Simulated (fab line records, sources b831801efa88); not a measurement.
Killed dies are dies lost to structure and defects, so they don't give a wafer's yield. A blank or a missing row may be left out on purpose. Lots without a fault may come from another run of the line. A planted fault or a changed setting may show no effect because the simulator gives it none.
One fault seen from 2 desks | flow gf180mcu | each desk has only its own numbers; what lay behind them comes last

THE METROLOGY DESK
What the gauges read, lot by lot, whatever tool the lot ran on: means of the sampled wafers that have a number. A lot is out of limits, marked OUT, if its mean lies more than 4 standard deviations from the usual mean; the brackets give that distance.
Columns: A = M1_ALCU_THK at GF_M1_THK_MEAS_06, usual 458 nm; B = V1_W_RS at GF_V1_RS_MEAS_24, usual 0.329 ohm/sq; C = M2_ALCU_RS at GF_M2_RS_MEAS_05, usual 0.0698 ohm/sq; D = M2_ALCU_THK at GF_M2_THK_MEAS_06, usual 457 nm; E = V2_CVD_02_THK at GF_V2_THK_MEAS_03, usual 851 nm
lot  | first seen here | A   | B     | C                 | D              | E
L235 | day 16 03:31    | 453 | 0.327 | 0.0715            | 444            | 843
L236 | day 16 08:43    | 458 | 0.325 | 0.0694            | 463            | 835
L238 | day 17 00:49    | 448 | 0.326 | 0.0705            | 454            | 849
L239 | day 17 15:16    | 458 | 0.330 | 0.0702            | 452            | 850
L240 | day 18 02:25    | 463 | 0.330 | 0.0687            | 460            | 848
L242 | day 18 23:25    | 463 | 0.335 | 0.0689            | 463            | 837
L245 | day 20 03:39    | 460 | 0.324 | 0.0700            | 459            | 840
L246 | day 20 09:32    | 456 | 0.328 | 0.0697            | 461            | 839
L253 | day 22 21:04    | 457 | 0.330 | 0.0758 (+8.7) OUT | 423 (-7.0) OUT | 857
L254 | day 23 02:25    | 459 | 0.332 | 0.0741 (+6.2) OUT | 435 (-4.4) OUT | 855
L256 | day 23 13:27    | 453 | 0.324 | 0.0700            | 455            | 845
L257 | day 23 20:01    | 465 | 0.328 | 0.0707            | 456            | 857
This desk's finding: out of limits on L253, L254; first on L253, day 24 20:41 (M2_ALCU_RS at GF_M2_RS_MEAS_05). In limits: L235, L236, L238, L239, L240, L242, L245, L246, L256, L257.

THE TOOL OWNER'S DESK: pvd_sputter-02
The tool's own readings at GF_M2_SPUTTER_02 (material AlCu, target thk 450 nm, time 23.9 s): means of the sampled wafers that have a number, for each lot that ran on this tool. A lot is out of limits, marked OUT, if its mean lies more than 4 standard deviations from the usual mean; the brackets give that distance.
Columns: A = throttle_valve_pct at GF_M2_SPUTTER_02, usual 29.7 %
lot  | first seen here | A
L235 | day 18 03:55    | 30.1
L238 | day 19 03:55    | 30.1
L253 | day 24 20:34    | 29.5
L254 | day 25 02:07    | 29.4
This desk's finding: nothing out of limits on any of the 4 lots.

PUT TOGETHER
The metrology desk could have raised an alarm at day 24 20:41, on L253, L254.
The tool owner's desk saw nothing out of limits.
The tool owner's desk has L253, L254 on record, within its limits.
Of the lots named, all ran GF_M2_SPUTTER_02 on pvd_sputter-02.

WHAT THE SIMULATOR HAD PUT IN
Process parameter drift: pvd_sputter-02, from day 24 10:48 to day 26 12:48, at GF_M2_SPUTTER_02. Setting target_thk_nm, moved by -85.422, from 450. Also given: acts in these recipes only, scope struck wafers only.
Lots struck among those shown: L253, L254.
Hours from the fault's start to each desk's first reading out of limits: the metrology desk, 10.
